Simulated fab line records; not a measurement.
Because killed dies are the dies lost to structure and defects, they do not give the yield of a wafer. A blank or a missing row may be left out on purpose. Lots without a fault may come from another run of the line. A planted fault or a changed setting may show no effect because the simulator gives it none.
A lot that was struck, set against a sound lot :: flow sky130 :: 15 out of 708 route steps
Sound: the wafers L162.1, L162.3, L162.5. Wafers struck: L171.1, L171.5, L171.6. The cause comes at the end.
Per side, at each step with rows, come the tool, then ch with its chambers, and then its first start. Under that, the readings that differ: sound wafers :: struck wafers :: difference of the means :: sigmas: that difference in standard deviations of wafers without a fault.
alike: readings whose means differ by less than 2 such deviations, and words and numbers that are the same on both sides. not compared: withheld readings, readings that some wafer has no value for, bounds like >300 that may hide the same value, and numbers for which the record gives no deviation and whose values overlap.
Wherever a step has rows on one side only, a row that says differs or no value, or a row with sigmas, the two part there. Numbers that have no deviation but don't overlap get no sigmas and don't part them. Lack of a reading on every wafer of one side parts them only where that side has two or more wafers.

first, 2 steps without rows for these wafers: SKY_METAL2_CLEAN_23 (cleans in O3/DIW); SKY_VIA2_HDPCVD_00 (deposits SiO2, target thk 1180 nm, time 196.7 s).
SKY_VIA2_THK_MEAS_01:
  sound on film-metro-02 at day 35 16:30; struck on film-metro-03 at day 38 18:08
  alike: VIA2_HDPCVD_THK
SKY_VIA2_CMP_02: polishes SiO2.
  sound on cmp-02 ch 1,2,3, day 35 16:37; struck on cmp-01 ch 0,1,3, day 38 18:34
  alike: motor-current-A, platen-rpm, slurry-filter-dp-kPa
SKY_VIA2_BOW_MEAS_03:
  sound on film-metro-03 at day 35 16:52; struck on film-metro-01 at day 38 18:43
  alike: VIA2_BOW
then, 7 steps without rows for these wafers: SKY_VIA2_DEHYDRATE_04 (time 60 s); SKY_VIA2_HMDS_05 (prime time 60 s); SKY_VIA2_COAT_06 (resist thk 60 nm); SKY_VIA2_COAT_07 (resist thk 450 nm); SKY_VIA2_SOFTBAKE_08 (time 90 s); SKY_VIA2_EXPOSE_09 (exposes mask VIM2, target cd 200 nm); SKY_VIA2_PEB_10.
SKY_VIA2_DEVELOP_11: develop time 57.96 s.
  sound on litho-track-02 ch 0, day 36 18:00; struck on litho-track-01 ch 0, day 39 19:00
reading: developer-temp-C (C)
sound: 21.21 21.20 21.01
struck: 21.89 21.71 21.71
difference: +0.63
sigmas: +6
  alike: exhaust-pa
SKY_VIA2_CD_MEAS_12: target cd 200 nm.
  sound on cd-sem-02 at day 36 18:58; struck on cd-sem-02 at day 39 19:23
  alike: cd-nm
following that, these wafers have no rows for 1 step: SKY_PAD_OPEN_PROBE_99.

== WHERE THEY PART ==
Within this record, at SKY_VIA2_DEVELOP_11 only. Later steps at which nothing parts them and some readings are alike: SKY_VIA2_CD_MEAS_12.

WHY: whatever the simulator had introduced
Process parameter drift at SKY_VIA2_DEVELOP_11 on litho-track-01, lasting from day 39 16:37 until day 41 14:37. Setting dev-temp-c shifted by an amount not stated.
